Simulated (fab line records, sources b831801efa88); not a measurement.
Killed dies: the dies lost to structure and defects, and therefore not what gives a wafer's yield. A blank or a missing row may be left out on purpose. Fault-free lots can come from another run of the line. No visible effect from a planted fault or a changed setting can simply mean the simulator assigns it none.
Which tool was responsible? | flow gf180mcu | 39 wafers from 13 lots sampled at 4 of the route's 602 steps

== WHAT EACH GAUGE READ, for each wafer ==
GF_SALICIDE_RS_MEAS_04: measurement is done with a four-point probe.
lot  | measured     | on            | SALICIDE_TIN_RS (ohm/sq)
L564 | day 15 16:03 | film metro-04 | 16.1 16.1 15.9
L566 | day 16 05:37 | film metro-02 | 16.6 16.4 16.2
L570 | day 17 10:59 | film metro-02 | 16.0 16.4 15.9
L572 | day 18 02:08 | film metro-04 | 16.1 16.5 16.1
L573 | day 18 11:30 | film metro-03 | 17.4 16.5 17.2
L575 | day 19 05:23 | film metro-03 | 16.8 16.2 16.1
L576 | day 19 15:32 | film metro-02 | 11.7 11.6 11.7
L577 | day 20 02:24 | film metro-04 | 11.6 11.6 11.4
L581 | day 21 10:33 | film metro-02 | 16.2 16.2 16.8
L583 | day 22 04:19 | film metro-02 | 16.5 17.1 17.2
L584 | day 22 11:50 | film metro-03 | 16.2 16.5 16.4
L586 | day 22 19:22 | film metro-04 | 17.0 16.9 16.7
L587 | day 23 05:39 | film metro-02 | 16.3 16.6 16.5

GF_CONTACT_THK_MEAS_03.
lot  | measured     | on            | CONTACT_CVD_02_THK (nm)
L564 | day 15 16:41 | film metro-03 | 868 879 872
L566 | day 16 06:16 | film metro-01 | 836 839 858
L570 | day 17 11:36 | film metro-03 | 866 850 852
L572 | day 18 02:46 | film metro-01 | 853 867 852
L573 | day 18 12:18 | film metro-02 | 850 867 865
L575 | day 19 06:02 | film metro-03 | 857 849 862
L576 | day 19 16:13 | film metro-01 | 847 861 869
L577 | day 20 03:05 | film metro-02 | 844 863 849
L581 | day 21 11:10 | film metro-03 | 859 874 854
L583 | day 22 04:58 | film metro-01 | 860 838 846
L584 | day 22 12:28 | film metro-02 | 857 865 873
L586 | day 22 20:05 | film metro-01 | 853 861 880
L587 | day 23 06:20 | film metro-02 | 851 866 864

== WHICH TOOL RAN EACH LOT (tool, then ch and the chambers of the sampled wafers, then the start) ==
lot  | GF_SALICIDE_SPUTTER_02       | GF_SALICIDE_SPUTTER_03
L564 | pvd sputter-04, day 15 15:59 | pvd sputter-04, day 15 16:00
L566 | pvd sputter-03, day 16 05:33 | pvd sputter-03, day 16 05:35
L570 | pvd sputter-03, day 17 10:52 | pvd sputter-03, day 17 10:54
L572 | pvd sputter-01, day 18 02:02 | pvd sputter-01, day 18 02:04
L573 | pvd sputter-03, day 18 11:26 | pvd sputter-03, day 18 11:28
L575 | pvd sputter-04, day 19 05:19 | pvd sputter-04, day 19 05:20
L576 | pvd sputter-04, day 19 15:29 | pvd sputter-04, day 19 15:31
L577 | pvd sputter-04, day 20 02:21 | pvd sputter-04, day 20 02:23
L581 | pvd sputter-01, day 21 10:26 | pvd sputter-01, day 21 10:28
L583 | pvd sputter-03, day 22 04:16 | pvd sputter-03, day 22 04:18
L584 | pvd sputter-01, day 22 11:44 | pvd sputter-01, day 22 11:46
L586 | pvd sputter-01, day 22 19:18 | pvd sputter-01, day 22 19:20
L587 | pvd sputter-01, day 23 05:35 | pvd sputter-01, day 23 05:37
- GF_SALICIDE_SPUTTER_02: material Co, target thk 10 nm, time 20 s.
- GF_SALICIDE_SPUTTER_03: material TiN, target thk 20 nm, time 16.7 s.

== AS READ BY THE TOOLS THEMSELVES (means over the sampled wafers that have a number; for cases with no such wafer, the mark the record gives instead) ==
GF_SALICIDE_SPUTTER_02.
lot  | tool           | throttle valve pct (%)
L564 | pvd sputter-04 | 28.8
L566 | pvd sputter-03 | 30.0
L570 | pvd sputter-03 | 29.4
L572 | pvd sputter-01 | 30.1
L573 | pvd sputter-03 | 30.1
L575 | pvd sputter-04 | 29.0
L576 | pvd sputter-04 | 29.7
L577 | pvd sputter-04 | 30.6
L581 | pvd sputter-01 | 30.5
L583 | pvd sputter-03 | 30.3
L584 | pvd sputter-01 | 30.1
L586 | pvd sputter-01 | 30.3
L587 | pvd sputter-01 | 30.4

GF_SALICIDE_SPUTTER_03.
lot  | tool           | throttle valve pct (%)
L564 | pvd sputter-04 | 28.7
L566 | pvd sputter-03 | 30.1
L570 | pvd sputter-03 | 29.4
L572 | pvd sputter-01 | 30.1
L573 | pvd sputter-03 | 30.1
L575 | pvd sputter-04 | 28.9
L576 | pvd sputter-04 | 29.6
L577 | pvd sputter-04 | 30.4
L581 | pvd sputter-01 | 30.5
L583 | pvd sputter-03 | 30.4
L584 | pvd sputter-01 | 30.4
L586 | pvd sputter-01 | 30.1
L587 | pvd sputter-01 | 30.6

== THE ANSWER, worked out from the rows above alone ==
Rule: usual is defined by the lots themselves. The widest of any qualifying gaps counts: lots, ordered by their means at a reading, are off when they make up no more than a third of the lots, leave a main group of 4 or more, and stand apart from it by 3 or more times the standard deviation of that group's means. A main group is skipped when, at the precision printed for the reading in the tables above, its means are all equal. Also off: a lot with no number at a reading for which 4 or more lots have one. Where the step has rows for the other lots, those lots are counted as sound. The gauges are gone through in route order, then the tools' own readings, and for those a lot's mean is taken as printed above. At the first step where some lot is off, the reading lying furthest off is the one used; lots without a number count as furthest.
Off: L576, L577, at GF_SALICIDE_RS_MEAS_04 (SALICIDE_TIN_RS). Mean 16.5 ohm/sq and standard deviation 0.32 in the main group.
A tool fits if, at a process step before that reading, it ran every lot that is off, and no sound lot after the first of them. Gauges at GF_SALICIDE_RS_MEAS_04: tried the same way as those tools. One fits: GF_SALICIDE_SPUTTER_02 and GF_SALICIDE_SPUTTER_03 on pvd sputter-04. At GF_SALICIDE_SPUTTER_02 its last sound lot is L575 (day 19 05:19), its first lot that is off L576 (day 19 15:29): a fault that began between those two fits.

== WHAT THE SIMULATOR HAD PUT IN ==
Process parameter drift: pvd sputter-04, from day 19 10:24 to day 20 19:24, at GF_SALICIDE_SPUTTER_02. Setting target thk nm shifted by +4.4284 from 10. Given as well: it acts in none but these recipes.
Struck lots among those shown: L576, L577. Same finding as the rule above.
